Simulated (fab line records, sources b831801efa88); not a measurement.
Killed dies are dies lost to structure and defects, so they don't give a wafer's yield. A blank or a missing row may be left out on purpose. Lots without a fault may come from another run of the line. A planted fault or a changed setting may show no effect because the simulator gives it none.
Which tool did it? | flow gf180mcu | 24 lots, 72 wafers sampled, at 5 steps of a route of 602

WHAT THE GAUGES READ, wafer by wafer
GF_V4_THK_MEAS_01.
lot  | measured     | on            | V4_CVD_00_THK (nm)
L074 | day 23 10:13 | film_metro-01 | 604 609 604
L075 | day 23 17:00 | film_metro-04 | 597 600 600
L076 | day 24 04:43 | film_metro-01 | 597 593 609
L077 | day 24 15:54 | film_metro-01 | 598 599 606
L078 | day 24 22:51 | film_metro-04 | 596 594 600
L079 | day 25 07:58 | film_metro-04 | 614 620 608
L080 | day 25 16:27 | film_metro-04 | 610 607 604
L081 | day 25 20:08 | film_metro-04 | 597 589 594
L082 | day 26 08:43 | film_metro-02 | 610 613 608
L083 | day 26 10:19 | film_metro-02 | 616 610 616
L084 | day 26 21:59 | film_metro-01 | 606 603 593
L085 | day 27 00:58 | film_metro-01 | 617 614 605
L086 | day 27 19:28 | film_metro-01 | 615 612 612
L087 | day 27 21:05 | film_metro-02 | 592 595 601
L088 | day 28 01:44 | film_metro-01 | 597 600 598
L089 | day 28 15:25 | film_metro-02 | 619 616 612
L090 | day 28 18:42 | film_metro-02 | 612 606 612
L091 | day 29 00:26 | film_metro-01 | 595 593 589
L092 | day 29 09:10 | film_metro-02 | 603 611 610
L093 | day 29 19:16 | film_metro-02 | 597 595 598
L094 | day 29 22:02 | film_metro-04 | 594 592 602
L096 | day 30 10:04 | film_metro-01 | 594 593 601
L095 | day 30 11:38 | film_metro-02 | 604 607 602
L097 | day 30 12:35 | film_metro-04 | 595 598 600

GF_V4_BOW_MEAS_05.
lot  | measured     | on            | V4_BOW (um)
L074 | day 23 10:51 | film_metro-04 | 137 134 132
L075 | day 23 17:29 | film_metro-04 | 132 127 140
L076 | day 24 05:22 | film_metro-01 | 135 132 131
L077 | day 24 16:25 | film_metro-01 | 128 126 137
L078 | day 24 23:20 | film_metro-01 | 139 142 153
L079 | day 25 08:52 | film_metro-02 | 121 134 130
L080 | day 25 16:56 | film_metro-04 | 131 142 142
L081 | day 25 20:38 | film_metro-01 | 129 127 121
L082 | day 26 09:13 | film_metro-04 | 141 147 137
L083 | day 26 10:49 | film_metro-02 | 137 127 143
L084 | day 26 22:29 | film_metro-02 | 136 136 131
L085 | day 27 01:28 | film_metro-01 | 118 132 134
L086 | day 27 19:59 | film_metro-01 | 138 138 148
L087 | day 27 21:35 | film_metro-01 | 141 119 136
L088 | day 28 02:13 | film_metro-02 | 145 135 140
L089 | day 28 15:54 | film_metro-01 | 140 149 138
L090 | day 28 19:12 | film_metro-01 | 140 129 136
L091 | day 29 00:55 | film_metro-01 | 120 116 117
L092 | day 29 09:40 | film_metro-02 | 120 135 132
L093 | day 29 19:46 | film_metro-04 | 127 129 122
L094 | day 29 22:48 | film_metro-02 | 143 140 135
L096 | day 30 10:34 | film_metro-02 | 131 129 124
L095 | day 30 12:07 | film_metro-04 | 128 127 138
L097 | day 30 13:04 | film_metro-04 | 127 121 132

WHICH TOOL RAN EACH LOT (tool, then ch and the chambers of the sampled wafers, then the start)
lot  | GF_M3_SPUTTER_01             | GF_M3_STRIP_17                       | GF_M4_SPUTTER_01
L074 | pvd_sputter-04, day 20 08:16 | plasma_asher-03 ch 0,1, day 21 08:50 | pvd_sputter-03, day 22 10:44
L075 | pvd_sputter-04, day 20 15:32 | plasma_asher-04 ch 0,1, day 21 15:54 | pvd_sputter-01, day 22 17:14
L076 | pvd_sputter-04, day 21 03:56 | plasma_asher-01 ch 0,1, day 22 04:08 | pvd_sputter-03, day 23 05:46
L077 | pvd_sputter-03, day 21 13:56 | plasma_asher-04 ch 0,1, day 22 14:20 | pvd_sputter-01, day 23 16:50
L078 | pvd_sputter-02, day 21 22:56 | plasma_asher-04 ch 0,1, day 22 22:04 | pvd_sputter-03, day 23 23:49
L079 | pvd_sputter-03, day 22 08:43 | plasma_asher-01 ch 0,1, day 23 08:13 | pvd_sputter-04, day 24 09:08
L080 | pvd_sputter-04, day 22 17:21 | plasma_asher-03 ch 1, day 23 16:26   | pvd_sputter-03, day 24 17:28
L081 | pvd_sputter-03, day 22 22:21 | plasma_asher-04 ch 0,1, day 23 21:11 | pvd_sputter-04, day 24 21:31
L082 | pvd_sputter-03, day 23 10:21 | plasma_asher-03 ch 1, day 24 09:03   | pvd_sputter-04, day 25 10:19
L083 | pvd_sputter-03, day 23 13:36 | plasma_asher-03 ch 0,1, day 24 11:43 | pvd_sputter-01, day 25 11:41
L084 | pvd_sputter-02, day 24 03:11 | plasma_asher-03 ch 0,1, day 25 01:11 | pvd_sputter-01, day 26 00:48
L085 | pvd_sputter-03, day 24 04:52 | plasma_asher-04 ch 0,1, day 25 03:10 | pvd_sputter-04, day 26 03:08
L086 | pvd_sputter-03, day 25 02:05 | plasma_asher-01 ch 0,1, day 25 23:36 | pvd_sputter-01, day 26 22:20
L087 | pvd_sputter-04, day 25 03:40 | plasma_asher-03 ch 0,1, day 26 00:52 | pvd_sputter-04, day 26 23:58
L088 | pvd_sputter-04, day 25 08:21 | plasma_asher-01 ch 0,1, day 26 05:39 | pvd_sputter-03, day 27 04:44
L089 | pvd_sputter-03, day 25 23:04 | plasma_asher-04 ch 0,1, day 26 20:38 | pvd_sputter-01, day 27 18:55
L090 | pvd_sputter-02, day 26 01:27 | plasma_asher-04 ch 1, day 26 22:20   | pvd_sputter-04, day 27 21:32
L091 | pvd_sputter-02, day 26 08:35 | plasma_asher-03 ch 0,1, day 27 05:17 | pvd_sputter-04, day 28 04:02
L092 | pvd_sputter-04, day 26 18:17 | plasma_asher-04 ch 0,1, day 27 14:49 | pvd_sputter-04, day 28 13:17
L093 | pvd_sputter-02, day 27 05:23 | plasma_asher-04 ch 0,1, day 28 01:46 | pvd_sputter-01, day 28 23:01
L094 | pvd_sputter-04, day 27 07:08 | plasma_asher-01 ch 0,1, day 28 03:40 | pvd_sputter-04, day 29 01:20
L096 | pvd_sputter-03, day 27 20:44 | plasma_asher-01 ch 0,1, day 28 16:50 | pvd_sputter-04, day 29 14:50
L095 | pvd_sputter-02, day 27 23:32 | plasma_asher-01 ch 0,1, day 28 18:42 | pvd_sputter-01, day 29 16:36
L097 | pvd_sputter-04, day 27 23:58 | plasma_asher-03 ch 0,1, day 28 19:32 | pvd_sputter-01, day 29 17:36
- GF_M3_SPUTTER_01: material TiN, target thk 30 nm, time 25 s.
- GF_M3_STRIP_17: strips in O2/N2.
- GF_M4_SPUTTER_01: material TiN, target thk 30 nm, time 25 s.

WHAT THE TOOLS THEMSELVES READ (means of the sampled wafers that have a number; where no wafer has one, the mark that the record gives instead)
GF_M3_SPUTTER_01.
lot  | tool           | throttle_valve_pct (%)
L074 | pvd_sputter-04 | 28.9
L075 | pvd_sputter-04 | 29.9
L076 | pvd_sputter-04 | 29.4
L077 | pvd_sputter-03 | 29.8
L078 | pvd_sputter-02 | 30.2
L079 | pvd_sputter-03 | 29.2
L080 | pvd_sputter-04 | 29.9
L081 | pvd_sputter-03 | 29.2
L082 | pvd_sputter-03 | 29.3
L083 | pvd_sputter-03 | 30.1
L084 | pvd_sputter-02 | 30.0
L085 | pvd_sputter-03 | 28.9
L086 | pvd_sputter-03 | 28.2
L087 | pvd_sputter-04 | 28.8
L088 | pvd_sputter-04 | 29.4
L089 | pvd_sputter-03 | 30.0
L090 | pvd_sputter-02 | 29.9
L091 | pvd_sputter-02 | 29.7
L092 | pvd_sputter-04 | 29.0
L093 | pvd_sputter-02 | 30.2
L094 | pvd_sputter-04 | 29.3
L096 | pvd_sputter-03 | 29.9
L095 | pvd_sputter-02 | 29.9
L097 | pvd_sputter-04 | 28.4

GF_M3_STRIP_17.
lot  | tool            | drypump_motor_current_A (A) | heater_power_w (W) | oes_product_au (a.u.) | strip_time_to_endpoint_s (s)
L074 | plasma_asher-03 | 5.9                         | 326                | 0.537                 | 7.43
L075 | plasma_asher-04 | 5.3                         | 303                | 0.546                 | 7.40
L076 | plasma_asher-01 | 5.5                         | 328                | 0.544                 | 7.47
L077 | plasma_asher-04 | 5.3                         | 298                | 0.534                 | 7.34
L078 | plasma_asher-04 | 5.2                         | 291                | 0.543                 | 7.41
L079 | plasma_asher-01 | 5.6                         | 328                | 0.545                 | 7.43
L080 | plasma_asher-03 | 6.7                         | 363                | 0.538                 | 7.36
L081 | plasma_asher-04 | 5.3                         | 302                | 0.539                 | 7.40
L082 | plasma_asher-03 | 6.7                         | 363                | 0.538                 | 7.40
L083 | plasma_asher-03 | 5.8                         | 327                | 0.534                 | 7.36
L084 | plasma_asher-03 | 5.9                         | 326                | 0.540                 | 7.37
L085 | plasma_asher-04 | 5.2                         | 293                | 0.542                 | 7.39
L086 | plasma_asher-01 | 5.6                         | 322                | 0.537                 | 7.40
L087 | plasma_asher-03 | 6.3                         | 347                | 0.544                 | 7.40
L088 | plasma_asher-01 | 5.6                         | 331                | 0.542                 | 7.45
L089 | plasma_asher-04 | 5.3                         | 297                | 0.536                 | 7.42
L090 | plasma_asher-04 | 5.1                         | 287                | 0.537                 | 7.42
L091 | plasma_asher-03 | 5.9                         | 324                | 0.536                 | 7.37
L092 | plasma_asher-04 | 5.2                         | 297                | 0.534                 | 7.42
L093 | plasma_asher-04 | 5.3                         | 299                | 0.537                 | 7.36
L094 | plasma_asher-01 | 5.6                         | 328                | 0.534                 | 7.31
L096 | plasma_asher-01 | 5.6                         | 328                | 0.538                 | 7.37
L095 | plasma_asher-01 | 5.6                         | 323                | 0.540                 | 7.47
L097 | plasma_asher-03 | 6.3                         | 350                | 0.541                 | 7.36

GF_M4_SPUTTER_01.
lot  | tool           | throttle_valve_pct (%)
L074 | pvd_sputter-03 | 29.0
L075 | pvd_sputter-01 | 30.1
L076 | pvd_sputter-03 | 29.2
L077 | pvd_sputter-01 | 29.2
L078 | pvd_sputter-03 | 28.9
L079 | pvd_sputter-04 | 30.0
L080 | pvd_sputter-03 | 29.4
L081 | pvd_sputter-04 | 29.4
L082 | pvd_sputter-04 | 29.4
L083 | pvd_sputter-01 | 30.8
L084 | pvd_sputter-01 | 29.5
L085 | pvd_sputter-04 | 29.4
L086 | pvd_sputter-01 | 30.0
L087 | pvd_sputter-04 | 28.8
L088 | pvd_sputter-03 | 29.8
L089 | pvd_sputter-01 | 29.9
L090 | pvd_sputter-04 | 30.4
L091 | pvd_sputter-04 | 28.8
L092 | pvd_sputter-04 | 30.4
L093 | pvd_sputter-01 | 29.6
L094 | pvd_sputter-04 | 29.5
L096 | pvd_sputter-04 | 30.0
L095 | pvd_sputter-01 | 29.2
L097 | pvd_sputter-01 | 30.7

THE ANSWER, worked out from the rows above alone
Rule: what is usual is taken from the lots themselves. Put in order of their means at a reading, lots are off if they are a third of the lots or fewer, leave a main group of 4 or more, and stand apart from it by a gap of 3 or more times the standard deviation of the main group's means; of several such gaps the widest counts. A main group whose means are all the same, to the digits that the tables above print for the reading, isn't used. A lot without any number at a reading at which 4 lots or more have one is off too. The other lots that the step has rows for count as sound. The gauges are gone through in route order, then the tools' own readings, and for those a lot's mean is taken as printed above. The first step at which some lot is off is used, and at that step the reading that is off furthest; a lot without a number counts as furthest.
No lot is off at any reading shown: from this, nothing can be told.

WHAT THE SIMULATOR HAD PUT IN
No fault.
